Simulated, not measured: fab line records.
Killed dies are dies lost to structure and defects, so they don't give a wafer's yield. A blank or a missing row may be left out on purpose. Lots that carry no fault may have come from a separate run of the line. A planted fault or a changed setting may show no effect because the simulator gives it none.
fab line records + flow sky130
record
- lots=12
- wafers=36
- last-day=50
route steps=708 shown FIELD_ISO@3 DNWELL@43 NWELL@71 VT_ADJUST_HVTR@138 PAD_OPEN@708
lots that met no fault: from a run of the same line without faults
start-h: the number of hours between the record's first day and the start of the first shown wafer of the lot + wait-h: how many hours have passed since the lot's step before this one + " unchanged from the row above + L1.1+2: a row that stands for several wafers + - no value, or no start given + * or withheld: withheld + < > ~ a bound
route shown NAME@n: NAME is a module with steps in the file, n the number in the route of the first one + usual: average and standard deviation across the fault-free wafers + same: alike in all rows + chamber/n: place in a boat + sites: each site's reading + _std_site: standard deviation of those values + _edge_site: mean of outer sites minus mean of inner sites + radius-mm: how far each site lies from the wafer's centre + mask NAME#n: copy n + behind: tool/chamber where the wafer was last shaped + hold: reason for holding the lot/hours on hold/outcome of the hold + device: the n, p or np transistor that did not switch + end of line: tests of these same wafers at the route's end + a step given without rows: its recipe and nothing more + killed: at the first sort, the dies lost to defects and structure; wafer yield is something else + map: dies across one wafer; x = killed, . = not, _ = none there
set.NAME: the setting the step ran with; set.NAME@STEP: the setting that earlier step ran with + model.NAME: the simulator's own value behind a step, which no gauge read
a sample of lots followed through the steps of the route, with each step as a table and each wafer as a row
services: a tool's chamber out of use, with start hour (start-h, from the record's first day; less than 0 if before it), hours out, and reason
## steps
# step SKY_FIELD_ISO_THK_MEAS_02
# recipe
- reads=SiO2_of_FIELD_ISO_OXIDATION_01
# usual
- FIELD_ISO_OXIDATION_00_THK=12.25/0.23
| lot.wafer | tool          | chamber | start-h | wait-h | FIELD_ISO_OXIDATION_00_THK[nm] |
|-----------|---------------|---------|---------|--------|--------------------------------|
| L113.1    | film-metro-04 | -       | 13.22   | 0.0    | 11.86                          |
| L113.2    | "             | -       | "       | "      | 12.08                          |
| L113.4    | "             | -       | "       | "      | 11.82                          |
| L114.1    | film-metro-04 | -       | 17.35   | 0.0    | 12.72                          |
| L114.3    | "             | -       | "       | "      | 12.80                          |
| L114.5    | "             | -       | "       | "      | 12.85                          |
| L115.1    | film-metro-03 | -       | 22.90   | 0.0    | 12.11                          |
| L115.2    | "             | -       | "       | "      | 11.98                          |
| L115.6    | "             | -       | "       | "      | 12.04                          |
| L116.1    | film-metro-01 | -       | 27.10   | 0.0    | 12.57                          |
| L116.3    | "             | -       | "       | "      | 12.28                          |
| L116.6    | "             | -       | "       | "      | 12.44                          |
| L117.1    | film-metro-01 | -       | 32.41   | 0.0    | 12.24                          |
| L117.4    | "             | -       | "       | "      | 12.07                          |
| L117.5    | "             | -       | "       | "      | 11.96                          |
| L123.2    | film-metro-03 | -       | 62.16   | 0.0    | 12.28                          |
| L123.5    | "             | -       | "       | "      | 12.18                          |
| L123.6    | "             | -       | "       | "      | 11.85                          |
| L124.3    | film-metro-03 | -       | 73.12   | 0.0    | 12.05                          |
| L124.4    | "             | -       | "       | "      | 12.05                          |
| L124.5    | "             | -       | "       | "      | 12.11                          |
| L127.1    | film-metro-01 | -       | 84.32   | 0.0    | 12.45                          |
| L127.2    | "             | -       | "       | "      | 12.27                          |
| L127.6    | "             | -       | "       | "      | 12.39                          |
| L128.1    | film-metro-01 | -       | 94.31   | 0.0    | 12.51                          |
| L128.2    | "             | -       | "       | "      | 12.61                          |
| L128.4    | "             | -       | "       | "      | 12.50                          |
| L129.3    | film-metro-04 | -       | 94.33   | 0.0    | 12.50                          |
| L129.4    | "             | -       | "       | "      | 12.14                          |
| L129.5    | "             | -       | "       | "      | 12.29                          |
| L132.3    | film-metro-01 | -       | 114.82  | 0.0    | 11.97                          |
| L132.4    | "             | -       | "       | "      | 12.07                          |
| L132.6    | "             | -       | "       | "      | 11.96                          |
| L134.2    | film-metro-04 | -       | 123.17  | 0.0    | 12.21                          |
| L134.3    | "             | -       | "       | "      | 12.34                          |
| L134.5    | "             | -       | "       | "      | 12.01                          |
# step SKY_DNWELL_STRIP_08
# recipe
- chemistry=O2/N2
- power-w=1400
- pressure-mtorr=1500
- platen-temp-c=withheld
- o2-flow-sccm=3000
- n2-flow-sccm=311
- overash-fraction=0.5
# usual
- drypump-motor-current-A=5.4/0.38
- oes-product-au=0.722/0.0049
- strip-time-to-endpoint-s=36.93/0.13
| lot.wafer | tool            | chamber | start-h | wait-h | drypump-motor-current-A | oes-product-au | rf-hours-counter-h | strip-time-to-endpoint-s |
|-----------|-----------------|---------|---------|--------|-------------------------|----------------|--------------------|--------------------------|
| L113.1    | plasma-asher-01 | 0       | 52.49   | 0.1    | 4.9                     | 0.720          | 39                 | 36.85                    |
| L113.2    | "               | 1       | "       | "      | 5.7                     | 0.722          | 39                 | 36.93                    |
| L113.4    | "               | 0       | "       | "      | 4.9                     | 0.722          | -                  | 36.92                    |
| L114.1    | plasma-asher-04 | 1       | 59.67   | 0.1    | 5.2                     | 0.726          | 36                 | 36.78                    |
| L114.3    | "               | 1       | "       | "      | 5.2                     | 0.721          | -                  | 36.71                    |
| L114.5    | "               | 0       | "       | "      | 5.7                     | 0.722          | -                  | 36.80                    |
| L115.1    | plasma-asher-04 | 1       | 67.11   | 0.1    | 5.2                     | 0.718          | 37                 | 36.95                    |
| L115.2    | "               | 0       | "       | "      | 5.8                     | 0.722          | 37                 | 36.98                    |
| L115.6    | "               | 0       | "       | "      | 5.8                     | 0.723          | -                  | 37.01                    |
| L116.1    | plasma-asher-02 | 0       | 67.46   | 0.1    | 6.1                     | 0.728          | 26                 | 37.16                    |
| L116.3    | "               | 0       | "       | "      | 6.1                     | 0.717          | -                  | 37.18                    |
| L116.6    | "               | 1       | "       | "      | 5.2                     | 0.726          | -                  | 37.16                    |
| L117.1    | plasma-asher-01 | 1       | 81.42   | 0.1    | 5.7                     | 0.720          | 42                 | 36.90                    |
| L117.4    | "               | 0       | "       | "      | 4.9                     | 0.725          | -                  | 36.89                    |
| L117.5    | "               | 0       | "       | "      | 5.0                     | 0.724          | -                  | 36.83                    |
| L123.2    | plasma-asher-04 | 1       | 117.38  | 0.1    | 5.2                     | 0.726          | 42                 | 36.89                    |
| L123.5    | "               | 1       | "       | "      | 5.2                     | 0.724          | -                  | 36.99                    |
| L123.6    | "               | 0       | "       | "      | 5.8                     | 0.715          | -                  | 36.77                    |
| L124.3    | plasma-asher-04 | 1       | 135.47  | 0.1    | 5.2                     | 0.733          | -                  | 36.80                    |
| L124.4    | "               | 0       | "       | "      | 5.8                     | 0.726          | -                  | 36.79                    |
| L124.5    | "               | 1       | "       | "      | 5.2                     | 0.721          | -                  | 36.85                    |
| L127.1    | plasma-asher-01 | 0       | 142.81  | 0.1    | 4.9                     | 0.723          | 3                  | 36.98                    |
| L127.2    | "               | 1       | "       | "      | 5.7                     | 0.734          | 3                  | 37.01                    |
| L127.6    | "               | 0       | "       | "      | 4.9                     | 0.719          | -                  | 36.97                    |
| L129.3    | plasma-asher-01 | 0       | 148.39  | 0.1    | 5.0                     | 0.726          | -                  | 36.94                    |
| L129.4    | "               | 1       | "       | "      | 5.7                     | 0.723          | -                  | 36.92                    |
| L129.5    | "               | 0       | "       | "      | 4.9                     | 0.730          | -                  | 36.92                    |
| L128.1    | plasma-asher-04 | 1       | 148.87  | 0.1    | 5.2                     | 0.717          | 45                 | 36.70                    |
| L128.2    | "               | 0       | "       | "      | 5.8                     | 0.729          | 45                 | 36.73                    |
| L128.4    | "               | 0       | "       | "      | 5.7                     | 0.728          | -                  | 36.69                    |
| L132.3    | plasma-asher-01 | 1       | 161.34  | 0.1    | 5.7                     | 0.723          | -                  | 36.87                    |
| L132.4    | "               | 0       | "       | "      | 5.0                     | 0.729          | -                  | 36.97                    |
| L132.6    | "               | 0       | "       | "      | 4.9                     | 0.715          | -                  | 37.05                    |
| L134.2    | plasma-asher-01 | 1       | 170.47  | 0.1    | 5.7                     | 0.721          | 5                  | 37.17                    |
| L134.3    | "               | 1       | "       | "      | 5.7                     | 0.724          | -                  | 37.12                    |
| L134.5    | "               | 1       | "       | "      | 5.7                     | 0.728          | -                  | 37.24                    |
# step SKY_NWELL_COAT_18
# recipe
- spin-rpm=2000
- resist-thk-nm=3000
| lot.wafer  | tool           | chamber | start-h | wait-h |
|------------|----------------|---------|---------|--------|
| L113.1+2+4 | litho-track-04 | 0       | 91.94   | 0.1    |
| L114.1+3+5 | litho-track-04 | 0       | 100.04  | 0.1    |
| L115.1+2+6 | litho-track-02 | 0       | 106.42  | 0.1    |
| L116.1+3+6 | litho-track-04 | 0       | 108.44  | 0.1    |
| L117.1+4+5 | litho-track-04 | 0       | 122.59  | 0.1    |
| L123.2+5+6 | litho-track-01 | 0       | 165.46  | 0.1    |
| L124.3+4+5 | litho-track-01 | 0       | 186.18  | 0.1    |
| L127.1+2+6 | litho-track-02 | 0       | 196.52  | 0.1    |
| L129.3+4+5 | litho-track-02 | 0       | 200.92  | 0.1    |
| L128.1+2+4 | litho-track-04 | 0       | 201.44  | 0.1    |
| L132.3+4+6 | litho-track-04 | 0       | 214.69  | 0.1    |
| L134.2+3+5 | litho-track-04 | 0       | 225.27  | 0.1    |
# step SKY_NWELL_STRIP_25
# recipe
- chemistry=O2/N2
- power-w=1400
- pressure-mtorr=1500
- platen-temp-c=withheld
- o2-flow-sccm=3000
- n2-flow-sccm=300
- overash-fraction=0.5
# usual
- drypump-motor-current-A=5.5/0.46
- oes-product-au=0.722/0.0046
- strip-time-to-endpoint-s=36.96/0.11
| lot.wafer | tool            | chamber | start-h | wait-h | drypump-motor-current-A | oes-product-au | rf-hours-counter-h | strip-time-to-endpoint-s |
|-----------|-----------------|---------|---------|--------|-------------------------|----------------|--------------------|--------------------------|
| L113.1    | plasma-asher-03 | 0       | 100.77  | 0.1    | 5.2                     | 0.718          | 39                 | 36.95                    |
| L113.2    | "               | 1       | "       | "      | 6.3                     | 0.720          | 39                 | 37.02                    |
| L113.4    | "               | 0       | "       | "      | 5.3                     | 0.721          | -                  | 37.04                    |
| L114.1    | plasma-asher-03 | 0       | 108.91  | 0.1    | 5.2                     | 0.723          | 40                 | 36.86                    |
| L114.3    | "               | 1       | "       | "      | 6.3                     | 0.719          | -                  | 36.95                    |
| L114.5    | "               | 1       | "       | "      | 6.2                     | 0.723          | -                  | 36.89                    |
| L115.1    | plasma-asher-03 | 1       | 115.86  | 0.1    | 6.2                     | 0.731          | 41                 | 36.91                    |
| L115.2    | "               | 0       | "       | "      | 5.2                     | 0.728          | 41                 | 36.73                    |
| L115.6    | "               | 0       | "       | "      | 5.3                     | 0.710          | -                  | 36.87                    |
| L116.1    | plasma-asher-01 | 0       | 117.77  | 0.1    | 5.0                     | 0.722          | 0                  | 36.87                    |
| L116.3    | "               | 1       | "       | "      | 5.7                     | 0.719          | -                  | 36.85                    |
| L116.6    | "               | 1       | "       | "      | 5.7                     | 0.721          | -                  | 36.79                    |
| L117.1    | plasma-asher-01 | 1       | 130.86  | 0.1    | 5.7                     | 0.714          | 1                  | 37.01                    |
| L117.4    | "               | 1       | "       | "      | 5.7                     | 0.723          | -                  | 37.00                    |
| L117.5    | "               | 1       | "       | "      | 5.7                     | 0.721          | -                  | 37.06                    |
| L123.2    | plasma-asher-01 | 1       | 176.87  | 0.1    | 5.7                     | 0.724          | 6                  | 39.21                    |
| L123.5    | "               | 0       | "       | "      | 4.9                     | 0.723          | -                  | 39.25                    |
| L123.6    | "               | 1       | "       | "      | 5.7                     | 0.723          | -                  | 39.19                    |
| L124.3    | plasma-asher-03 | 1       | 197.50  | 0.1    | 6.2                     | 0.714          | -                  | 39.08                    |
| L124.4    | "               | 0       | "       | "      | 5.3                     | 0.723          | -                  | 39.03                    |
| L124.5    | "               | 0       | "       | "      | 5.3                     | 0.728          | -                  | 38.93                    |
| L127.1    | plasma-asher-03 | 1       | 207.77  | 0.1    | 6.2                     | 0.720          | 50                 | 36.70                    |
| L127.2    | "               | 0       | "       | "      | 5.3                     | 0.724          | 50                 | 36.97                    |
| L127.6    | "               | 0       | "       | "      | 5.3                     | 0.722          | -                  | 36.74                    |
| L129.3    | plasma-asher-03 | 0       | 212.69  | 0.1    | 5.3                     | 0.721          | -                  | 36.95                    |
| L129.4    | "               | 1       | "       | "      | 6.2                     | 0.723          | -                  | 36.98                    |
| L129.5    | "               | 1       | "       | "      | 6.2                     | 0.722          | -                  | 36.78                    |
| L128.1    | plasma-asher-01 | 1       | 213.53  | 0.1    | 5.7                     | 0.719          | 9                  | 36.88                    |
| L128.2    | "               | 0       | "       | "      | 4.9                     | 0.723          | 9                  | 36.86                    |
| L128.4    | "               | 1       | "       | "      | 5.7                     | 0.718          | -                  | 36.93                    |
| L132.3    | plasma-asher-01 | 0       | 226.10  | 0.1    | 4.9                     | 0.725          | -                  | 37.14                    |
| L132.4    | "               | 1       | "       | "      | 5.7                     | 0.718          | -                  | 37.21                    |
| L132.6    | "               | 0       | "       | "      | 4.9                     | 0.715          | -                  | 37.19                    |
| L134.2    | plasma-asher-04 | 1       | 236.81  | 0.1    | 5.2                     | 0.713          | 52                 | 37.02                    |
| L134.3    | "               | 0       | "       | "      | 5.8                     | 0.730          | -                  | 37.04                    |
| L134.5    | "               | 1       | "       | "      | 5.2                     | 0.727          | -                  | 37.06                    |
# step SKY_VT_ADJUST_HVTR_CD_MEAS_07
# recipe
- target-cd-nm=380
# usual
- cd-nm=379.1/2.1
| lot.wafer | tool      | chamber | start-h | wait-h | cd-nm |
|-----------|-----------|---------|---------|--------|-------|
| L113.1    | cd-sem-01 | -       | 197.17  | 0.1    | 377.8 |
| L113.2    | "         | -       | "       | "      | 375.9 |
| L113.4    | "         | -       | "       | "      | 378.0 |
| L114.1    | cd-sem-01 | -       | 210.48  | 0.1    | 381.1 |
| L114.3    | "         | -       | "       | "      | 377.4 |
| L114.5    | "         | -       | "       | "      | 377.9 |
| L115.1    | cd-sem-01 | -       | 219.45  | 3.1    | 378.0 |
| L115.2    | "         | -       | "       | "      | 379.4 |
| L115.6    | "         | -       | "       | "      | 377.5 |
| L116.1    | cd-sem-01 | -       | 221.77  | 0.1    | 377.5 |
| L116.3    | "         | -       | "       | "      | 380.5 |
| L116.6    | "         | -       | "       | "      | 381.5 |
| L117.1    | cd-sem-02 | -       | 235.12  | 0.1    | 376.8 |
| L117.4    | "         | -       | "       | "      | 378.2 |
| L117.5    | "         | -       | "       | "      | 378.5 |
| L123.2    | cd-sem-01 | -       | 293.57  | 0.1    | 379.9 |
| L123.5    | "         | -       | "       | "      | 380.4 |
| L123.6    | "         | -       | "       | "      | 380.2 |
| L124.3    | cd-sem-02 | -       | 319.62  | 0.1    | 382.7 |
| L124.4    | "         | -       | "       | "      | 383.6 |
| L124.5    | "         | -       | "       | "      | 381.7 |
| L127.1    | cd-sem-02 | -       | 329.38  | 0.1    | 378.7 |
| L127.2    | "         | -       | "       | "      | 378.4 |
| L127.6    | "         | -       | "       | "      | 379.4 |
| L129.3    | cd-sem-01 | -       | 335.26  | 0.1    | 378.9 |
| L129.4    | "         | -       | "       | "      | 380.8 |
| L129.5    | "         | -       | "       | "      | 380.7 |
| L128.1    | cd-sem-02 | -       | 336.47  | 0.1    | 376.2 |
| L128.2    | "         | -       | "       | "      | 376.3 |
| L128.4    | "         | -       | "       | "      | 377.4 |
| L132.3    | cd-sem-01 | -       | 353.63  | 0.1    | 379.2 |
| L132.4    | "         | -       | "       | "      | 380.4 |
| L132.6    | "         | -       | "       | "      | 380.1 |
| L134.2    | cd-sem-02 | -       | 366.39  | 0.1    | 381.9 |
| L134.3    | "         | -       | "       | "      | 382.0 |
| L134.5    | "         | -       | "       | "      | 383.1 |
# step SKY_PAD_OPEN_PROBE_99
# usual
- killed_at_M0_to_M3=44/6.2
- killed_at_M4_up=3.3/1.8
- killed-at-contacts=25/5.8
- killed-at-front-end=15/4
- killed-at-other=0.3/0.49
- killed-dies=88/8.8
- killed-on-rim=17/3.6
- killed-open=48/6.5
- killed-short=39/6.3
# same
- gross-dies=492
- killed-at-back-side=0
| lot.wafer | tool      | chamber | start-h | wait-h | killed_at_M0_to_M3 | killed_at_M4_up | killed-at-contacts | killed-at-front-end | killed-at-other | killed-dies | killed-on-rim | killed-open | killed-short |
|-----------|-----------|---------|---------|--------|--------------------|-----------------|--------------------|---------------------|-----------------|-------------|---------------|-------------|--------------|
| L113.1    | prober-01 | -       | 1085.61 | 0.1    | 45                 | 5               | 31                 | 13                  | 0               | 94          | 12            | 57          | 37           |
| L113.2    | prober-01 | -       | 1085.66 | 0.1    | 41                 | 6               | 24                 | 16                  | 0               | 87          | 15            | 44          | 43           |
| L113.4    | prober-01 | -       | 1085.76 | 0.2    | 39                 | 4               | 37                 | 13                  | 0               | 93          | 17            | 50          | 42           |
| L115.1    | prober-02 | -       | 1092.71 | 0.1    | 49                 | 5               | 30                 | 17                  | 0               | 101         | 22            | 59          | 42           |
| L115.2    | prober-02 | -       | 1092.76 | 0.1    | 45                 | 4               | 26                 | 11                  | 0               | 86          | 16            | 45          | 41           |
| L115.6    | prober-02 | -       | 1092.96 | 0.2    | 36                 | 2               | 18                 | 15                  | 0               | 71          | 17            | 45          | 26           |
| L117.1    | prober-02 | -       | 1101.43 | 0.1    | 36                 | 1               | 29                 | 16                  | 0               | 82          | 16            | 41          | 41           |
| L117.4    | prober-02 | -       | 1101.58 | 0.2    | 32                 | 3               | 31                 | 21                  | 0               | 87          | 20            | 44          | 43           |
| L117.5    | prober-02 | -       | 1101.63 | 0.2    | 46                 | 5               | 24                 | 10                  | 1               | 86          | 19            | 49          | 37           |
| L123.2    | prober-01 | -       | 1153.11 | 0.1    | 43                 | 4               | 19                 | 24                  | 0               | 90          | 11            | 42          | 48           |
| L123.5    | prober-01 | -       | 1153.26 | 0.2    | 42                 | 5               | 22                 | 19                  | 0               | 88          | 17            | 45          | 43           |
| L123.6    | prober-01 | -       | 1153.31 | 0.2    | 43                 | 2               | 18                 | 21                  | 0               | 84          | 17            | 51          | 33           |
| L124.3    | prober-01 | -       | 1171.69 | 0.2    | 54                 | 3               | 31                 | 13                  | 0               | 101         | 20            | 60          | 40           |
| L124.4    | prober-01 | -       | 1171.74 | 0.2    | 50                 | 8               | 27                 | 20                  | 0               | 105         | 13            | 54          | 50           |
| L124.5    | prober-01 | -       | 1171.79 | 0.2    | 47                 | 5               | 27                 | 13                  | 0               | 92          | 23            | 53          | 39           |
| L127.1    | prober-01 | -       | 1177.13 | 0.1    | 55                 | 1               | 27                 | 18                  | 0               | 101         | 17            | 52          | 49           |
| L127.2    | prober-01 | -       | 1177.18 | 0.1    | 40                 | 1               | 24                 | 17                  | 0               | 82          | 13            | 35          | 47           |
| L127.6    | prober-01 | -       | 1177.38 | 0.2    | 41                 | 4               | 15                 | 23                  | 0               | 83          | 21            | 48          | 35           |
| L129.3    | prober-02 | -       | 1182.77 | 0.2    | 49                 | 3               | 22                 | 19                  | 1               | 94          | 22            | 60          | 32           |
| L129.4    | prober-02 | -       | 1182.82 | 0.2    | 40                 | 3               | 26                 | 12                  | 1               | 82          | 22            | 40          | 40           |
| L129.5    | prober-02 | -       | 1182.87 | 0.2    | 45                 | 3               | 22                 | 20                  | 0               | 90          | 18            | 52          | 37           |
| L132.3    | prober-01 | -       | 1195.28 | 0.2    | 56                 | 9               | 17                 | 16                  | 0               | 98          | 24            | 46          | 52           |
| L132.4    | prober-01 | -       | 1195.33 | 0.2    | 48                 | 4               | 29                 | 8                   | 0               | 89          | 14            | 52          | 37           |
| L132.6    | prober-01 | -       | 1195.43 | 0.2    | 46                 | 5               | 18                 | 10                  | 0               | 79          | 16            | 43          | 36           |
| L134.2    | prober-01 | -       | 1201.62 | 0.1    | 40                 | 3               | 27                 | 15                  | 0               | 85          | 15            | 44          | 40           |
| L134.3    | prober-01 | -       | 1201.67 | 0.2    | 47                 | 4               | 23                 | 10                  | 0               | 84          | 15            | 50          | 34           |
| L134.5    | prober-01 | -       | 1201.77 | 0.2    | 45                 | 3               | 26                 | 17                  | 0               | 91          | 26            | 58          | 32           |
# killed by level:class
L113.1 CONTACT:geometric-particle:open=11 VIA1:geometric-particle:open=11 VIA3:geometric-particle:open=11 LI_CONTACT:geometric-particle:open=8 CONTACT:geometric-particle:short=6 POLY_GATE:geometric-particle:open=5 VIA2:geometric-particle:open=5 METAL4:geometric-particle:short=5
L113.2 VIA1:geometric-particle:open=11 CONTACT:geometric-particle:open=8 LI_CONTACT:geometric-particle:open=7 POLY_GATE:geometric-particle:short=6 CONTACT:geometric-particle:short=6 VIA3:geometric-particle:open=6 METAL4:geometric-particle:short=5 METAL1:geometric-particle:short=5
L113.4 LI_CONTACT:geometric-particle:open=13 CONTACT:geometric-particle:open=11 METAL2:geometric-particle:short=7 LOCAL_INTERCONNECT:geometric-particle:short=6 VIA1:geometric-particle:open=6 VIA3:geometric-particle:open=6 CONTACT:geometric-particle:short=5 POLY_GATE:geometric-particle:short=4
L115.1 CONTACT:geometric-particle:open=13 VIA2:geometric-particle:open=11 VIA1:geometric-particle:open=10 POLY_GATE:geometric-particle:open=7 LI_CONTACT:geometric-particle:open=6 METAL2:geometric-particle:short=6 VIA2:geometric-particle:short=5 LI_CONTACT:geometric-particle:short=5
L115.2 VIA2:geometric-particle:open=11 VIA1:geometric-particle:open=9 LI_CONTACT:geometric-particle:open=8 VIA2:geometric-particle:short=7 LOCAL_INTERCONNECT:geometric-particle:short=6 CONTACT:geometric-particle:open=6 CONTACT:geometric-particle:short=5 POLY_GATE:geometric-particle:short=4
L115.6 VIA2:geometric-particle:open=10 CONTACT:geometric-particle:open=9 VIA1:geometric-particle:open=7 VIA3:geometric-particle:open=5 FIELD_ISO:geometric-particle:short=4 SPACER:geometric-particle:open=4 LI_CONTACT:geometric-particle:open=4 LOCAL_INTERCONNECT:geometric-particle:short=3
L117.1 CONTACT:geometric-particle:open=11 METAL2:geometric-particle:short=8 VIA3:geometric-particle:open=8 FIELD_ISO:geometric-particle:short=5 POLY_GATE:geometric-particle:open=5 LI_CONTACT:geometric-particle:open=5 CONTACT:geometric-particle:short=5 LOCAL_INTERCONNECT:geometric-particle:short=4
L117.4 CONTACT:geometric-particle:open=9 LI_CONTACT:geometric-particle:open=8 CONTACT:geometric-particle:short=7 VIA1:geometric-particle:open=7 FIELD_ISO:geometric-particle:short=6 METAL2:geometric-particle:short=6 METAL1:geometric-particle:short=6 FIELD_ISO:geometric-particle:open=5
L117.5 CONTACT:geometric-particle:open=11 METAL2:geometric-particle:short=9 VIA3:geometric-particle:open=8 VIA2:geometric-particle:open=7 VIA1:geometric-particle:open=6 LI_CONTACT:geometric-particle:open=5 VIA1:geometric-particle:short=4 VIA3:geometric-particle:short=4
L123.2 FIELD_ISO:geometric-particle:short=10 VIA1:geometric-particle:open=10 CONTACT:geometric-particle:open=8 VIA1:geometric-particle:short=7 LI_CONTACT:geometric-particle:open=6 METAL1:geometric-particle:short=6 VIA3:geometric-particle:open=5 POLY_GATE:geometric-particle:short=4
L123.5 VIA1:geometric-particle:open=12 CONTACT:geometric-particle:open=10 FIELD_ISO:geometric-particle:short=6 LI_CONTACT:geometric-particle:open=6 METAL1:geometric-particle:short=6 VIA1:geometric-particle:short=5 VIA3:geometric-particle:short=5 FIELD_ISO:geometric-particle:open=4
L123.6 VIA1:geometric-particle:open=14 FIELD_ISO:geometric-particle:short=9 CONTACT:geometric-particle:open=8 LI_CONTACT:geometric-particle:open=6 VIA2:geometric-particle:open=6 METAL2:geometric-particle:short=6 FIELD_ISO:geometric-particle:open=4 METAL1:geometric-particle:open=4
L124.3 CONTACT:geometric-particle:open=13 VIA1:geometric-particle:open=13 LI_CONTACT:geometric-particle:open=11 METAL1:geometric-particle:short=8 VIA3:geometric-particle:open=6 METAL2:geometric-particle:short=6 FIELD_ISO:geometric-particle:open=5 FIELD_ISO:geometric-particle:short=5
L124.4 LI_CONTACT:geometric-particle:open=8 VIA2:geometric-particle:short=8 VIA3:geometric-particle:open=8 LI_CONTACT:geometric-particle:short=7 VIA2:geometric-particle:open=7 VIA1:geometric-particle:open=6 CONTACT:geometric-particle:open=6 FIELD_ISO:geometric-particle:short=5
L124.5 VIA2:geometric-particle:open=11 CONTACT:geometric-particle:open=10 VIA1:geometric-particle:open=9 LI_CONTACT:geometric-particle:open=7 FIELD_ISO:geometric-particle:short=6 VIA3:geometric-particle:open=6 METAL2:geometric-particle:short=6 METAL4:geometric-particle:short=5
L127.1 VIA2:geometric-particle:open=11 CONTACT:geometric-particle:open=9 VIA1:geometric-particle:open=8 VIA3:geometric-particle:open=7 METAL2:geometric-particle:short=6 LI_CONTACT:geometric-particle:open=6 VIA1:geometric-particle:short=6 METAL1:geometric-particle:short=6
L127.2 METAL2:geometric-particle:short=9 VIA1:geometric-particle:short=8 VIA1:geometric-particle:open=8 CONTACT:geometric-particle:short=6 LI_CONTACT:geometric-particle:short=5 LI_CONTACT:geometric-particle:open=5 CONTACT:geometric-particle:open=5 METAL3:geometric-particle:short=5
L127.6 VIA2:geometric-particle:open=10 VIA1:geometric-particle:open=7 LI_CONTACT:geometric-particle:open=6 FIELD_ISO:geometric-particle:open=5 CONTACT:geometric-particle:open=4 FIELD_ISO:geometric-particle:short=3 POLY_GATE:geometric-particle:short=3 POLY_GATE:geometric-particle:open=3
L129.3 VIA1:geometric-particle:open=13 LI_CONTACT:geometric-particle:open=8 VIA3:geometric-particle:open=8 CONTACT:geometric-particle:open=7 VIA2:geometric-particle:open=7 METAL1:geometric-particle:open=5 FIELD_ISO:geometric-particle:open=4 FIELD_ISO:geometric-particle:short=4
L129.4 VIA1:geometric-particle:open=10 CONTACT:geometric-particle:open=8 LI_CONTACT:geometric-particle:open=7 METAL2:geometric-particle:short=6 LOCAL_INTERCONNECT:geometric-particle:short=5 METAL3:geometric-particle:short=5 VIA3:geometric-particle:open=5 FIELD_ISO:geometric-particle:open=4
L129.5 VIA1:geometric-particle:open=12 VIA2:geometric-particle:open=8 CONTACT:geometric-particle:open=8 CONTACT:geometric-particle:short=7 POLY_GATE:geometric-particle:short=6 POLY_GATE:geometric-particle:open=5 LI_CONTACT:geometric-particle:open=5 METAL1:geometric-particle:short=5
L132.3 METAL1:geometric-particle:short=12 VIA2:geometric-particle:open=11 VIA2:geometric-particle:short=6 VIA1:geometric-particle:open=5 LI_CONTACT:geometric-particle:short=5 CONTACT:geometric-particle:open=5 METAL2:geometric-particle:short=5 FIELD_ISO:geometric-particle:short=4
L132.4 VIA2:geometric-particle:open=11 CONTACT:geometric-particle:open=10 VIA3:geometric-particle:open=10 METAL1:geometric-particle:short=9 CONTACT:geometric-particle:short=7 VIA1:geometric-particle:open=7 LI_CONTACT:geometric-particle:open=6 LOCAL_INTERCONNECT:geometric-particle:short=4
L132.6 METAL2:geometric-particle:short=8 VIA3:geometric-particle:open=8 VIA1:geometric-particle:open=7 LI_CONTACT:geometric-particle:open=6 CONTACT:geometric-particle:open=5 VIA3:geometric-particle:short=5 METAL1:geometric-particle:short=5 VIA2:geometric-particle:open=5
L134.2 LI_CONTACT:geometric-particle:open=10 VIA3:geometric-particle:short=7 VIA3:geometric-particle:open=7 CONTACT:geometric-particle:open=6 VIA1:geometric-particle:open=6 VIA2:geometric-particle:open=6 FIELD_ISO:geometric-particle:short=5 FIELD_ISO:geometric-particle:open=4
L134.3 VIA1:geometric-particle:open=12 LI_CONTACT:geometric-particle:open=9 CONTACT:geometric-particle:open=8 VIA1:geometric-particle:short=7 VIA2:geometric-particle:open=7 METAL2:geometric-particle:short=5 VIA3:geometric-particle:short=4 POLY_GATE:geometric-particle:short=3
L134.5 VIA1:geometric-particle:open=15 CONTACT:geometric-particle:open=13 VIA2:geometric-particle:open=7 LI_CONTACT:geometric-particle:open=5 METAL3:geometric-particle:short=4 VIA3:geometric-particle:open=4 FIELD_ISO:geometric-particle:open=3 POLY_GATE:geometric-particle:open=3
## services
| tool            | chamber | start-h | hours | kind                      |
|-----------------|---------|---------|-------|---------------------------|
| plasma-asher-04 | -       | 49.02   | 0.7   | repair                    |
| plasma-asher-03 | -       | 77.61   | 0.5   | repair                    |
| plasma-asher-02 | -       | 85.59   | 2.8   | pm                        |
| plasma-asher-01 | -       | 108.75  | 9.0   | pm                        |
| plasma-asher-01 | 0       | 108.75  | 9.0   | vent-cycle                |
| plasma-asher-01 | 1       | 108.75  | 9.0   | vent-cycle                |
| plasma-asher-01 | 0       | 117.75  | -     | clean                     |
| plasma-asher-01 | 1       | 117.75  | -     | clean                     |
| litho-track-04  | -       | 201.27  | -     | consumable-replace:filter |
| plasma-asher-04 | -       | 207.68  | 24.5  | repair                    |
| litho-track-04  | -       | 232.29  | -     | consumable-replace:filter |
## key
first-sign
- step=SKY_NWELL_STRIP_25
- reading=strip-time-to-endpoint-s
- direction=up
- sigmas=20
- usual=*
- struck=*
effect none on later readings
met-at SKY_NWELL_COAT_18
struck-lots L123,L124
tester-left-out L123,L124
not-acting-at SKY_FIELD_ISO_THK_MEAS_02,SKY_DNWELL_STRIP_08,SKY_VT_ADJUST_HVTR_CD_MEAS_07
fault
- kind=process-parameter-drift
- tool=litho-track-01
- chamber=-
- onset-h=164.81
- steps=SKY_NWELL_COAT_18
- channel=resist-thk-nm
- offset=180.37
- shape=step
- end-h=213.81
- acts-in=these-recipes-only
- stated=3000
# tester-left-out: of these lots the tester's yield and bins aren't shown, on N5 and GAA mostly nor the transistor test; their killed dies are dies lost to structure and defects alone, not to doping, threshold or leakage, so they don't give the yield
